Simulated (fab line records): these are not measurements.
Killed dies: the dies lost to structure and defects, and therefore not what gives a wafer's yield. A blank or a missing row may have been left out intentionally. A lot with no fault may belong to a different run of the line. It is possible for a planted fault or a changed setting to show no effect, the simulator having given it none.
Comparing a struck lot with a sound one / flow sky130 / 22 out of 708 route steps
Sound: the wafers L130.1, L130.4, L130.6. The struck wafers were L135.3, L135.4, L135.6. The cause is named last.
Order at every step that has rows: each side's tool, ch and its chambers, its first start. Under that, the readings that differ: sound wafers / struck wafers / difference of the means / sigmas: that difference in standard deviations of wafers without a fault.
alike: same words and numbers on both sides, and readings whose means sit less than 2 such deviations apart. not compared: any withheld reading, any reading some wafer has no value for, any bound like >300 that may hide the same value, and any number with overlapping values for which the record gives no deviation.
A row with sigmas, a row that says differs or no value, or rows on one side alone: a step with any of these is where the two part. Non-overlapping numbers with no deviation appear without sigmas and do not part them. A reading missing from all wafers of one side parts the sides only when that side holds two or more wafers.

first, 5 steps without rows for these wafers: SKY_POLY_CUT_COAT_03 (resist thk 450 nm); SKY_POLY_CUT_SOFTBAKE_04 (time 90 s); SKY_POLY_CUT_EXPOSE_05 (exposes mask NPCM, target cd 270 nm); SKY_POLY_CUT_PEB_06; SKY_POLY_CUT_DEVELOP_07 (develop time 60 s).
SKY_POLY_CUT_CD_MEAS_08: the cd target is 270 nm.
  sound on cd-sem-02, day 24 19:58; struck on cd-sem-02, day 26 12:40
reading=cd-nm (nm); sound=269.5 269.8 269.2; struck=273.0 273.6 273.0; difference=+3.7; sigmas=+2
SKY_POLY_CUT_OVL_MEAS_09:
  sound on overlay-02, day 24 20:05; struck on overlay-01, day 26 12:45
  alike: POLY_CUT_OVL
SKY_POLY_CUT_ETCH_10: etches BARC in N2/H2, stops on SiO2, time 45.9 s, target depth 60 nm.
  sound on rie-diel-03 ch 0,2, day 24 20:07; struck on rie-diel-04 ch 0,2, day 26 12:46
  alike: drypump-motor-current-A, oes-product-au, throttle-valve-pct
  not compared: rf-hours-counter-h
SKY_POLY_CUT_ETCH_11: etches Si3N4 in CF4/CH2F2/Ar, stops on poly-Si, time 42.5 s, target depth 60 nm.
  sound on rie-diel-03 ch 0,2, day 24 20:10; struck on rie-diel-04 ch 0,2, day 26 12:49
  alike: drypump-motor-current-A, oes-product-au, throttle-valve-pct
  not compared: rf-hours-counter-h
SKY_POLY_CUT_STRIP_12: strips in O2/N2.
  sound on plasma-asher-01 ch 1, day 24 20:12; struck on plasma-asher-01 ch 0,1, day 26 12:53
  alike: drypump-motor-current-A, oes-product-au, strip-time-to-endpoint-s
  not compared: rf-hours-counter-h
then, 2 steps without rows for these wafers: SKY_SD_P_DEHYDRATE_00 (time 60 s); SKY_SD_P_HMDS_01 (prime time 60 s).
SKY_SD_P_COAT_02: resist thk 1140 nm.
  sound on litho-track-04 ch 0, day 25 10:47; struck on litho-track-03 ch 0, day 27 03:28
reading=model.NOVOLAK_of_SD_P_COAT_02.thk-nm (nm); sound=1140 1139 1142; struck=792.4 790.4 793; difference=-348.4; sigmas=
then, 3 steps without rows for these wafers: SKY_SD_P_SOFTBAKE_03 (time 60 s); SKY_SD_P_EXPOSE_04 (exposes mask PSDM, target cd 380 nm); SKY_SD_P_PEB_05.
SKY_SD_P_DEVELOP_06: develop time 60 s.
  sound on litho-track-04 ch 0, day 26 01:14; struck on litho-track-02 ch 0, day 27 17:04
reading=model.NOVOLAK_of_SD_P_COAT_02.thk-nm (nm); sound=1139 1139 1142; struck=792 790 792.6; difference=-348; sigmas=
SKY_SD_P_CD_MEAS_07: the cd target is 380 nm.
  sound on cd-sem-02, day 26 01:23; struck on cd-sem-01, day 27 17:13
reading=cd-nm (nm); sound=378 375 376; struck=422 424 422; difference=+46; sigmas=+15
SKY_SD_P_OVL_MEAS_08:
  sound on overlay-01, day 26 01:30; struck on overlay-01, day 27 17:18
  alike: SD_P_OVL
then, 1 step without rows for these wafers: SKY_SD_P_IMPLANT_09.
SKY_SD_P_STRIP_10: strips in O2/N2.
  sound on plasma-asher-02 ch 0,1, day 26 01:41; struck on plasma-asher-03 ch 0,1, day 27 17:30
reading=oes-product-au (a.u.); sound=0.614 0.620 0.617; struck=0.581 0.583 0.575; difference=-0.037; sigmas=-7
reading=strip-time-to-endpoint-s (s); sound=17.47 17.48 17.52; struck=13.51 13.51 13.52; difference=-3.98; sigmas=-99 or more
  alike: drypump-motor-current-A
  not compared: rf-hours-counter-h
SKY_SD_P_TW_MEAS_11:
  sound on film-metro-01, day 26 01:47; struck on film-metro-01, day 27 17:35
  alike: SD_P_TW

WHERE THEY PART
First at SKY_POLY_CUT_CD_MEAS_08; last, within this record, at SKY_SD_P_STRIP_10. Later steps at which nothing parts them and some readings are alike: SKY_SD_P_TW_MEAS_11.

WHY: whatever the simulator had introduced
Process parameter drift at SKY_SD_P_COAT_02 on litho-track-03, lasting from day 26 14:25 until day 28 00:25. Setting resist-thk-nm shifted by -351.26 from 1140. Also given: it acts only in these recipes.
